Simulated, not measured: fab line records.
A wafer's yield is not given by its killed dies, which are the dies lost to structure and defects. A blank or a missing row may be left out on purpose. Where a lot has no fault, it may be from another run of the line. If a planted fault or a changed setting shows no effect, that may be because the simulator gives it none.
Chamber matching    flow sky130    SKY_VIA4_HDPCVD_00 on hdpcvd-02: 3 sister chambers
The step deposits SiO2, target thk 1750 nm, time 291.7 s. 6 wafers are shown with their chamber, then 7 later ones without.

== WAFERS PAIRED WITH THEIR CHAMBERS ==
wafer   chamber  run-length-s (s)  pressure-mtorr (mTorr)
L917.4  2        320.1             5.989
L920.1  1        320.6             6.003
L920.2  2        320.4             6.002
L920.6  0        319.2             6.012
L925.1  1        319.6             6.021
L925.2  0        319.1             6.011

== WAFERS WITHOUT THEIR CHAMBER ==
wafer   run-length-s (s)  pressure-mtorr (mTorr)
L925.3  320.2             6.002
L933.1  319.9             6.006
L933.5  320.0             6.030
L933.6  319.6             6.012
L935.3  319.9             6.020
L935.4  320.1             6.000
L935.5  319.8             6.012

== EACH ONE'S CHAMBER ==
wafer   from the rows above           in truth
L925.3  can't be placed: 2 or 1 or 0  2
L933.1  can't be placed: 1 or 2 or 0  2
L933.5  can't be placed: 1 or 0 or 2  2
L933.6  can't be placed: 0 or 1 or 2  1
L935.3  can't be placed: 1 or 0 or 2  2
L935.4  can't be placed: 2 or 1 or 0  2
L935.5  can't be placed: 1 or 0 or 2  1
Correctly placed: 0 of 7. Can't be placed from these rows: 7 (the true chamber is among the candidates in 7). 0 placed wrongly.
How it was worked out, from the rows above alone: a wafer's distance from a chamber is the root of the sum, over the readings, of the square of ((its reading less the chamber's mean) divided by the reading's scatter). The wafer belongs to the nearest chamber; if the next one is less than 2 further off, it can't be placed. For every chamber, the mean is computed from those of its wafers that are shown. The scatter is the square root of a quotient: the sum, over the shown wafers, of each reading's squared deviation from its chamber's mean, divided by wafers minus chambers.
